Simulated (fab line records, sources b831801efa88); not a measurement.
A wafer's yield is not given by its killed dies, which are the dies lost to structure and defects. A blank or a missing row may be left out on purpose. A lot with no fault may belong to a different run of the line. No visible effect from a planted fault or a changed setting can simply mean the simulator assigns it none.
Matching of chambers | flow sky130 | SKY_VIA2_CMP_02 on cmp-02: 4 sister chambers
The step polishes SiO2. 8 wafers are shown with their chamber, then 12 later ones without.

## WAFERS PAIRED WITH THEIR CHAMBERS
wafer  | chamber | motor_current_A (A) | slurry_filter_dp_kPa (kPa)
L082.1 | 2       | 13.3                | 13.62
L085.4 | 2       | 13.7                | 13.50
L090.1 | 3       | 13.1                | 13.31
L090.3 | 1       | 11.6                | 13.65
L090.6 | 0       | 11.2                | 13.43
L091.3 | 1       | 11.3                | 13.68
L091.5 | 3       | 13.7                | 13.30
L091.6 | 0       | 11.4                | 13.44

## WAFERS MISSING THEIR CHAMBER
wafer  | motor_current_A (A) | slurry_filter_dp_kPa (kPa)
L092.2 | 13.2                | 13.48
L092.5 | 13.5                | 13.63
L092.6 | 13.8                | 13.62
L093.1 | 12.2                | 13.30
L093.2 | 13.0                | 13.57
L093.4 | 13.3                | 13.36
L094.1 | 11.8                | 13.47
L094.4 | 13.6                | 13.52
L094.5 | 12.3                | 13.40
L096.2 | 11.3                | 13.51
L096.4 | 13.5                | 13.55
L096.5 | 11.6                | 13.26

## EACH ONE'S CHAMBER
wafer  | from the rows above          | in truth
L092.2 | can't be placed: 2 or 3      | 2
L092.5 | 2                            | 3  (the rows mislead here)
L092.6 | 2                            | 2
L093.1 | can't be placed: 3 or 0      | 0
L093.2 | 2                            | 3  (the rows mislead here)
L093.4 | 3                            | 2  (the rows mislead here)
L094.1 | 0                            | 0
L094.4 | 2                            | 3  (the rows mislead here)
L094.5 | can't be placed: 0 or 3 or 2 | 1
L096.2 | can't be placed: 0 or 1      | 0
L096.4 | 2                            | 2
L096.5 | 0                            | 0
Correctly placed: 4 of 12. Not placeable from these rows: 4 (in 3, the candidates include the true chamber). Wrongly placed: 4.
How it was worked out, from the rows above alone: a wafer's distance from a chamber is the root of the sum, over the readings, of the square of ((its reading less the chamber's mean) divided by the reading's scatter). If the next closest chamber is less than 2 further off than the closest, the wafer can't be placed; otherwise it belongs to the closest. Each chamber's mean is taken over the wafers shown for it. The scatter is the square root of a quotient: the sum, over the shown wafers, of each reading's squared deviation from its chamber's mean, divided by wafers minus chambers.
